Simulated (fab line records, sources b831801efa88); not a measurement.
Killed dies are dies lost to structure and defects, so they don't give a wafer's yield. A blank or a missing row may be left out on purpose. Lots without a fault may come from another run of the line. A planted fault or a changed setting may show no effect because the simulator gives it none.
Chamber matching | flow sky130 | SKY_VIA3_ETCH_14 on rie_diel-01: 4 sister chambers
The step etches BARC in N2/H2, stops on SiO2, time 45.9 s, target depth 60 nm. 4 wafers are shown with their chamber, then 11 later ones without.

WAFERS WITH THEIR CHAMBER
wafer  | chamber | drypump_motor_current_A (A)
L089.3 | 2       | 5.7
L090.1 | 1       | 6.1
L090.6 | 0       | 6.2
L091.1 | 3       | 5.1

WAFERS WITHOUT THEIR CHAMBER
wafer  | drypump_motor_current_A (A)
L091.3 | 6.2
L091.4 | 6.1
L093.1 | 5.7
L093.2 | 6.2
L093.4 | 6.0
L095.4 | 5.1
L095.5 | 5.7
L095.6 | 6.0
L097.2 | 5.7
L097.3 | 6.2
L097.6 | 6.2

WHICH CHAMBER EACH WENT THROUGH
wafer  | from the rows above | in truth
L091.3 | 0                   | 0
L091.4 | 1                   | 1
L093.1 | 2                   | 2
L093.2 | 0                   | 0
L093.4 | 1                   | 1
L095.4 | 3                   | 3
L095.5 | 2                   | 2
L095.6 | 1                   | 1
L097.2 | 2                   | 2
L097.3 | 0                   | 0
L097.6 | 0                   | 0
Placed correctly: 11 of 11. Can't be placed from these rows: 0. Placed wrongly: 0.
How it was worked out, from the rows above alone: a wafer's distance from a chamber is the root of the sum, over the readings, of the square of ((its reading less the chamber's mean) divided by the reading's scatter). The wafer belongs to the nearest chamber; if the next one is less than 2 further off, it can't be placed. A chamber's mean is the mean of its shown wafers. The scatter: with one shown wafer a chamber, the root of the mean of the squares of how far each hidden wafer lies from its nearest shown one.
